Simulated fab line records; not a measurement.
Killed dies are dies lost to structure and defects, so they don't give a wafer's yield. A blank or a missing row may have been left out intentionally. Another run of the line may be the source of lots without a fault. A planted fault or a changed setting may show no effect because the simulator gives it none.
Chamber matching    flow sky130    SKY_VIA2_CMP_24 on cmp-01: 4 sister chambers
The step polishes, stops on SiO2, t overpolish 20 s, target thk 0 nm. 8 wafers are shown with their chamber, then 9 later ones without.

## WAFERS, EACH WITH ITS CHAMBER
wafer   chamber  motor-current-A (A)  time-to-endpoint-s (s)
L966.1  2        13.4                 99
L970.1  2        14.3                 100
L972.5  1        10.3                 98
L974.4  1        11.0                 102
L974.5  3        11.6                 100
L978.2  3        12.3                 101
L978.4  0        10.8                 103
L978.5  0        10.2                 100

## WAFERS WHOSE CHAMBER IS MISSING
wafer   motor-current-A (A)  time-to-endpoint-s (s)
L980.1  11.0                 90
L980.2  13.6                 96
L980.3  11.0                 98
L985.1  13.4                 102
L985.3  10.7                 104
L985.4  12.4                 98
L986.2  13.9                 108
L986.3  12.0                 106
L986.6  12.1                 105

## WHICH CHAMBER EACH WENT THROUGH
wafer   from the rows above           in truth
L980.1  can't be placed: 1 or 3 or 0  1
L980.2  2                             2
L980.3  can't be placed: 1 or 0 or 3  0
L985.1  can't be placed: 2 or 3       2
L985.3  can't be placed: 0 or 1 or 3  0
L985.4  can't be placed: 3 or 2 or 1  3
L986.2  can't be placed: 2 or 3       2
L986.3  can't be placed: 3 or 0 or 1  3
L986.6  can't be placed: 3 or 0 or 1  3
Correctly placed: 1 of 9. Can't be placed from these rows: 8 (the true chamber is among the candidates in 8). 0 placed wrongly.
How it was worked out, from the rows above alone: a wafer's distance from a chamber is the root of the sum, over the readings, of the square of ((its reading less the chamber's mean) divided by the reading's scatter). The wafer belongs to the nearest chamber; if the next one is less than 2 further off, it can't be placed. A chamber's mean is the mean of its shown wafers. The scatter: take each reading less its chamber's mean, square it, sum over the shown wafers, divide by the number of wafers less the number of chambers, and take the root.
